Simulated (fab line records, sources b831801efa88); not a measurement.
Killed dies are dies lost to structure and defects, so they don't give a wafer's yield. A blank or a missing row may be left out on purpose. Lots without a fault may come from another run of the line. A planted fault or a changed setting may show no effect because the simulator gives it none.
Which tool did it? | flow sky130 | 10 lots, 30 wafers sampled, at 6 steps of a route of 708

WHAT THE GAUGES READ, wafer by wafer
SKY_VT_ADJUST_HVTR_TW_MEAS_11. Usual: VT_ADJUST_HVTR_TW 210.2, standard deviation 1.5.
lot  | measured     | on            | VT_ADJUST_HVTR_TW | flag
L694 | day 10 08:36 | film_metro-03 | 207.2 208.1 208.8 |
L695 | day 10 10:47 | film_metro-02 | 209.3 208.9 209.1 |
L697 | day 11 06:19 | film_metro-04 | 212.7 212.1 212.6 |
L700 | day 11 15:49 | film_metro-02 | 210.4 210.6 208.9 |
L702 | day 12 05:55 | film_metro-04 | 211.2 212.2 212.1 |
L703 | day 12 19:39 | film_metro-03 | 208.5 208.2 207.6 |
L710 | day 14 14:11 | film_metro-04 | 211.0 212.7 212.2 |
L712 | day 15 08:31 | film_metro-04 | 212.2 210.6 212.8 |
L713 | day 15 15:04 | film_metro-03 | 209.5 209.4 208.2 |
L716 | day 16 08:29 | film_metro-03 | 209.3 210.4 209.3 |

SKY_LDD_N_OVL_MEAS_07. Usual: LDD_N_OVL -0.4 nm, standard deviation 1.3.
lot  | measured     | on         | LDD_N_OVL (nm) | flag
L694 | day 18 17:32 | overlay-02 | 2.1 -0.2 -0.5  |
L695 | day 19 03:11 | overlay-02 | -2.3 -1.3 -0.5 |
L697 | day 19 19:24 | overlay-01 | 0.8 0.3 0.6    |
L700 | day 20 13:53 | overlay-02 | 1.5 1.1 -1.4   |
L702 | day 21 00:44 | overlay-02 | -0.5 -1.3 -0.4 |
L703 | day 22 12:20 | overlay-02 | -1.8 0.0 -1.1  |
L710 | day 24 01:16 | overlay-02 | -3.0 -0.8 0.3  |
L712 | day 24 19:06 | overlay-02 | -0.2 0.5 1.5   |
L713 | day 24 23:05 | overlay-02 | -0.8 -0.8 -0.2 |
L716 | day 25 19:26 | overlay-02 | 1.5 1.3 3.0    |

SKY_CONTACT_RS_MEAS_25: measures by four-point-probe. Usual: CONTACT_W_RS 0.343 ohm/sq, standard deviation 0.004.
lot  | measured     | on            | CONTACT_W_RS (ohm/sq)               | flag
L694 | day 32 18:36 | film_metro-04 | 0.347 0.348 0.349                   |
L695 | day 32 23:01 | film_metro-04 | 0.335 0.334 0.341                   |
L697 | day 33 12:52 | film_metro-01 | 0.350 0.348 0.346                   |
L700 | day 34 09:50 | film_metro-02 | 0.347 0.347 0.346                   |
L702 | day 34 15:55 | film_metro-01 | 0.350 0.515 0.347 0.349 0.513 0.347 | OFF
L703 | day 35 22:29 | film_metro-02 | 0.499 0.346 0.495 0.499 0.346 0.495 | OFF
L710 | day 37 06:10 | film_metro-01 | 0.341 0.345 0.342                   |
L712 | day 37 21:32 | film_metro-01 | 0.341 0.344 0.340                   |
L713 | day 38 01:35 | film_metro-04 | 0.341 0.344 0.345                   |
L716 | day 38 19:28 | film_metro-04 | 0.346 0.343 0.339                   |

SKY_CONTACT_THK_MEAS_26: measures by xrf. Usual: CONTACT_W_THK 322 nm, standard deviation 4.5.
lot  | measured     | on            | CONTACT_W_THK (nm)      | flag
L694 | day 32 18:42 | film_metro-04 | 318 321 319             |
L695 | day 32 23:08 | film_metro-04 | 328 332 322             |
L697 | day 33 12:58 | film_metro-01 | 315 317 316             |
L700 | day 34 09:56 | film_metro-02 | 323 323 324             |
L702 | day 34 18:03 | film_metro-01 | 312 217 315 313 218 318 | OFF
L703 | day 36 01:02 | film_metro-02 | 226 321 228 227 324 228 | OFF
L710 | day 37 06:17 | film_metro-01 | 325 320 324             |
L712 | day 37 21:37 | film_metro-01 | 322 321 326             |
L713 | day 38 01:41 | film_metro-04 | 323 322 319             |
L716 | day 38 19:34 | film_metro-04 | 320 322 326             |

WHICH TOOL RAN EACH LOT (tool, then ch and the chambers of the sampled wafers, then the start)
lot  | SKY_DNWELL_STRIP_08                 | SKY_CONTACT_CVD_24
L694 | plasma_asher-03 ch 0,1, day 3 20:31 | cvd_w-02 ch 0,1, day 32 18:29
L695 | plasma_asher-02 ch 0,1, day 3 20:40 | cvd_w-01 ch 0,1, day 32 22:55
L697 | plasma_asher-03 ch 0,1, day 4 12:29 | cvd_w-02 ch 0,1, day 33 12:44
L700 | plasma_asher-03 ch 0,1, day 4 19:46 | cvd_w-02 ch 0,1, day 34 09:42
L702 | plasma_asher-01 ch 0,1, day 5 06:13 | cvd_w-02 ch 0,1, day 34 15:47
L703 | plasma_asher-01 ch 0, day 5 16:23   | cvd_w-02 ch 1, day 35 22:21
L710 | plasma_asher-02 ch 0,1, day 6 22:55 | cvd_w-01 ch 0,1, day 37 06:03
L712 | plasma_asher-02 ch 0,1, day 7 13:56 | cvd_w-01 ch 0,1, day 37 21:23
L713 | plasma_asher-01 ch 0,1, day 7 18:26 | cvd_w-02 ch 0,1, day 38 01:28
L716 | plasma_asher-01 ch 0,1, day 8 08:02 | cvd_w-02 ch 0,1, day 38 19:20
- SKY_DNWELL_STRIP_08: strips in O2/N2.
- SKY_CONTACT_CVD_24: deposits W, target thk 340 nm, time 102.12 s.

WHAT THE TOOLS THEMSELVES READ (means of the sampled wafers that have a number; where no wafer has one, the mark that the record gives instead)
SKY_DNWELL_STRIP_08. Usual: chamber_pressure_mTorr 1499.9 mTorr, standard deviation 1.4; drypump_motor_current_A 5.66 A, standard deviation 0.18; n2_flow_sccm 300.1 sccm, standard deviation 0.86; oes_product_au 0.723 a.u., standard deviation 0.0052; strip_time_to_endpoint_s 36.95 s, standard deviation 0.089.
lot  | tool            | chamber_pressure_mTorr (mTorr) | drypump_motor_current_A (A) | n2_flow_sccm (sccm) | oes_product_au (a.u.) | strip_time_to_endpoint_s (s) | flag
L694 | plasma_asher-03 | 1500.3                         | 5.79                        | 300.7               | 0.722                 | 36.92                        |
L695 | plasma_asher-02 | 1499.3                         | 5.83                        | 299.4               | 0.718                 | 37.01                        |
L697 | plasma_asher-03 | 1500.1                         | 5.78                        | 299.4               | 0.720                 | 36.87                        |
L700 | plasma_asher-03 | 1499.0                         | 5.84                        | 300.5               | 0.725                 | 36.96                        |
L702 | plasma_asher-01 | 1498.6                         | 5.44                        | 299.5               | 0.725                 | 36.90                        |
L703 | plasma_asher-01 | 1501.2                         | 5.47                        | 299.9               | 0.724                 | 37.02                        |
L710 | plasma_asher-02 | 1499.9                         | 5.83                        | 300.2               | 0.726                 | 36.94                        |
L712 | plasma_asher-02 | 1500.3                         | 5.84                        | 300.6               | 0.725                 | 36.93                        |
L713 | plasma_asher-01 | 1499.9                         | 5.44                        | 300.3               | 0.725                 | 37.02                        |
L716 | plasma_asher-01 | 1500.2                         | 5.44                        | 299.2               | 0.721                 | 36.76                        |

SKY_CONTACT_CVD_24. Usual: heater_power_w 802 W, standard deviation 60.
lot  | tool     | heater_power_w (W) | flag
L694 | cvd_w-02 | 858                |
L695 | cvd_w-01 | 773                |
L697 | cvd_w-02 | 848                |
L700 | cvd_w-02 | 851                |
L702 | cvd_w-02 | 854                |
L703 | cvd_w-02 | 869                |
L710 | cvd_w-01 | 742                |
L712 | cvd_w-01 | 738                |
L713 | cvd_w-02 | 851                |
L716 | cvd_w-02 | 833                |

THE ANSWER, worked out from the rows above alone
Rule: a lot is off if the mean of its wafers that have a number lies more than 3 standard deviations from the usual mean. A lot without any number at a reading at which 4 lots or more have one is off too. The other lots that the step has rows for count as sound. The gauges are gone through in route order, then the tools' own readings, and for those a lot's mean is taken as printed above. The first step at which some lot is off is used, and at that step the reading that is off furthest; a lot without a number counts as furthest.
Off: L702, L703, at SKY_CONTACT_RS_MEAS_25 (CONTACT_W_RS).
A tool fits if, at a process step before that reading, it ran every lot that is off, and no sound lot after the first of them. The gauges at SKY_CONTACT_RS_MEAS_25 are tried like those tools. None of those tried fits.

WHAT THE SIMULATOR HAD PUT IN
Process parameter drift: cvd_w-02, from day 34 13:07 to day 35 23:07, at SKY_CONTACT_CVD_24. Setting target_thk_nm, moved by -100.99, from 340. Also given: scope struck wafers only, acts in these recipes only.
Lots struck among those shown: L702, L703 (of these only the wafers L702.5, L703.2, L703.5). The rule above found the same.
